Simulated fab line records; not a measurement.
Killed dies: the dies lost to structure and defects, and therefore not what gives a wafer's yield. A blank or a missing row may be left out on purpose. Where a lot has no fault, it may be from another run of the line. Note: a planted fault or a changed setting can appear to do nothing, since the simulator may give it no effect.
Chamber matching || flow gf180mcu || 3 sister chambers for GF_PASSIVATION_CVD_00 on pecvd-04
The step deposits SiO2 from TEOS, target thk 1000 nm, time 111.95 s. 6 wafers are shown with their chamber, then 7 later ones without.

## EACH WAFER AND ITS CHAMBER
{"wafer": "L463.5", "chamber": 2, "run-length-s (s)": 139.4, "heater-power-w (W)": 781}
{"wafer": "L464.5", "chamber": 0, "run-length-s (s)": 140.7, "heater-power-w (W)": 552}
{"wafer": "L469.4", "chamber": 2, "run-length-s (s)": 139.9, "heater-power-w (W)": 654}
{"wafer": "L469.5", "chamber": 0, "run-length-s (s)": 140.9, "heater-power-w (W)": 677}
{"wafer": "L470.3", "chamber": 1, "run-length-s (s)": 139.0, "heater-power-w (W)": 690}
{"wafer": "L470.6", "chamber": 1, "run-length-s (s)": 140.1, "heater-power-w (W)": 559}

## WAFERS WITHOUT THEIR CHAMBER
{"wafer": "L472.6", "run-length-s (s)": 141.0, "heater-power-w (W)": 558}
{"wafer": "L483.1", "run-length-s (s)": 141.4, "heater-power-w (W)": 706}
{"wafer": "L483.3", "run-length-s (s)": 139.0, "heater-power-w (W)": 688}
{"wafer": "L483.6", "run-length-s (s)": 139.7, "heater-power-w (W)": 556}
{"wafer": "L484.1", "run-length-s (s)": 139.5, "heater-power-w (W)": 704}
{"wafer": "L484.2", "run-length-s (s)": 140.9, "heater-power-w (W)": 667}
{"wafer": "L484.4", "run-length-s (s)": 139.4, "heater-power-w (W)": 769}

## EACH ONE'S CHAMBER
{"wafer": "L472.6", "from the rows above": 0, "in truth": 0}
{"wafer": "L483.1", "from the rows above": "can't be placed: 0 or 2", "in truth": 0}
{"wafer": "L483.3", "from the rows above": "can't be placed: 1 or 2", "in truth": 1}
{"wafer": "L483.6", "from the rows above": "can't be placed: 1 or 2 or 0", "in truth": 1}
{"wafer": "L484.1", "from the rows above": "can't be placed: 2 or 1", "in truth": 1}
{"wafer": "L484.2", "from the rows above": "can't be placed: 0 or 2", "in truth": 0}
{"wafer": "L484.4", "from the rows above": "can't be placed: 2 or 1", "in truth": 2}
Correct placement for 1 of the 7. Can't be placed from these rows: 6 (the true chamber is among the candidates in 6). Wrongly placed: 0.
How it was worked out, from the rows above alone: a wafer's distance from a chamber is the root of the sum, over the readings, of the square of ((its reading less the chamber's mean) divided by the reading's scatter). If the next closest chamber is less than 2 further off than the closest, the wafer can't be placed; otherwise it belongs to the closest. For every chamber, the mean is computed from those of its wafers that are shown. The scatter: take each reading less its chamber's mean, square it, sum over the shown wafers, divide by the number of wafers less the number of chambers, and take the root.
